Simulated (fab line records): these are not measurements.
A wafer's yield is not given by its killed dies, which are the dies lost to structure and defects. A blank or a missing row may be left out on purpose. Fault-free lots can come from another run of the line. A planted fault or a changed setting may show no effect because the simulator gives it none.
What tool caused it? || flow sky130 || 11 lots, 33 wafers sampled, at 3 steps of a route of 708

## WHAT THE GAUGES READ, wafer by wafer
SKY_SD_N_RS_MEAS_16: uses a four-point probe to measure.
{"lot": "L647", "measured": "day 29 01:01", "on": "film_metro-01", "SD_N_RS (ohm/sq)": "68.34 68.39 68.48"}
{"lot": "L651", "measured": "day 30 18:10", "on": "film_metro-02", "SD_N_RS (ohm/sq)": "68.51 68.47 68.71"}
{"lot": "L650", "measured": "day 30 23:51", "on": "film_metro-02", "SD_N_RS (ohm/sq)": "68.63 68.38 68.79"}
{"lot": "L652", "measured": "day 31 03:25", "on": "film_metro-01", "SD_N_RS (ohm/sq)": "68.56 68.62 68.54"}
{"lot": "L653", "measured": "day 31 13:40", "on": "film_metro-01", "SD_N_RS (ohm/sq)": "65.28 65.12 65.21 65.28 65.34 65.27"}
{"lot": "L654", "measured": "day 31 21:25", "on": "film_metro-04", "SD_N_RS (ohm/sq)": "68.75 68.68 68.70"}
{"lot": "L655", "measured": "day 32 05:35", "on": "film_metro-04", "SD_N_RS (ohm/sq)": "65.04 64.97 65.18 64.94 65.16 65.05"}
{"lot": "L662", "measured": "day 34 13:26", "on": "film_metro-01", "SD_N_RS (ohm/sq)": "68.49 68.55 68.48"}
{"lot": "L663", "measured": "day 34 19:34", "on": "film_metro-01", "SD_N_RS (ohm/sq)": "68.37 68.40 68.45"}
{"lot": "L664", "measured": "day 35 02:34", "on": "film_metro-02", "SD_N_RS (ohm/sq)": "68.55 68.67 68.52"}
{"lot": "L666", "measured": "day 35 06:30", "on": "film_metro-01", "SD_N_RS (ohm/sq)": "68.42 68.45 68.53"}

## WHAT TOOL EACH LOT RAN ON (gives the tool, then ch and the chambers of the sampled wafers, and finally the start)
{"lot": "L647", "SKY_POLY_CUT_STRIP_12": "plasma_asher-03 ch 0,1, day 25 10:15", "SKY_SD_N_RTA_14": "rtp_anneal-02 ch 0, day 29 00:49"}
{"lot": "L651", "SKY_POLY_CUT_STRIP_12": "plasma_asher-02 ch 0,1, day 27 05:37", "SKY_SD_N_RTA_14": "rtp_anneal-02 ch 0, day 30 17:59"}
{"lot": "L650", "SKY_POLY_CUT_STRIP_12": "plasma_asher-04 ch 0,1, day 27 10:17", "SKY_SD_N_RTA_14": "rtp_anneal-02 ch 0, day 30 23:40"}
{"lot": "L652", "SKY_POLY_CUT_STRIP_12": "plasma_asher-03 ch 1, day 27 13:32", "SKY_SD_N_RTA_14": "rtp_anneal-01 ch 0, day 31 03:11"}
{"lot": "L653", "SKY_POLY_CUT_STRIP_12": "plasma_asher-02 ch 1, day 28 00:13", "SKY_SD_N_RTA_14": "rtp_anneal-02 ch 0, day 31 13:29"}
{"lot": "L654", "SKY_POLY_CUT_STRIP_12": "plasma_asher-03 ch 0,1, day 28 09:59", "SKY_SD_N_RTA_14": "rtp_anneal-01 ch 0, day 31 21:14"}
{"lot": "L655", "SKY_POLY_CUT_STRIP_12": "plasma_asher-03 ch 0,1, day 28 17:19", "SKY_SD_N_RTA_14": "rtp_anneal-02 ch 0, day 32 05:24"}
{"lot": "L662", "SKY_POLY_CUT_STRIP_12": "plasma_asher-04 ch 0,1, day 31 04:19", "SKY_SD_N_RTA_14": "rtp_anneal-01 ch 0, day 34 13:15"}
{"lot": "L663", "SKY_POLY_CUT_STRIP_12": "plasma_asher-04 ch 0,1, day 31 09:50", "SKY_SD_N_RTA_14": "rtp_anneal-01 ch 0, day 34 19:23"}
{"lot": "L664", "SKY_POLY_CUT_STRIP_12": "plasma_asher-04 ch 0,1, day 31 17:28", "SKY_SD_N_RTA_14": "rtp_anneal-02 ch 0, day 35 02:24"}
{"lot": "L666", "SKY_POLY_CUT_STRIP_12": "plasma_asher-04 ch 0, day 31 21:07", "SKY_SD_N_RTA_14": "rtp_anneal-02 ch 0, day 35 06:20"}
- SKY_POLY_CUT_STRIP_12: strips in O2/N2.
- SKY_SD_N_RTA_14: time 2 s.

## THE ANSWER, worked out from the rows above alone
Rule: the lots themselves supply what counts as usual. The widest of any qualifying gaps counts: lots, ordered by their means at a reading, are off when they make up no more than a third of the lots, leave a main group of 4 or more, and stand apart from it by 3 or more times the standard deviation of that group's means. If all means in a main group match to the digits the tables above print for the reading, that group is not used. Also off: a lot with no number at a reading for which 4 or more lots have one. Any other lot the step has rows for is counted as sound.
Off: L653, L655, at SKY_SD_N_RS_MEAS_16 (SD_N_RS). The main group has a mean of 68.53 ohm/sq with a standard deviation of 0.093.
If a tool, at a process step before that reading, ran all the lots that are off and no sound lot after the first of them, it fits. Those tools and the gauges at SKY_SD_N_RS_MEAS_16 are tried in the same way. Not one of the candidates tried fits.

## WHAT THE SIMULATOR HAD INSERTED
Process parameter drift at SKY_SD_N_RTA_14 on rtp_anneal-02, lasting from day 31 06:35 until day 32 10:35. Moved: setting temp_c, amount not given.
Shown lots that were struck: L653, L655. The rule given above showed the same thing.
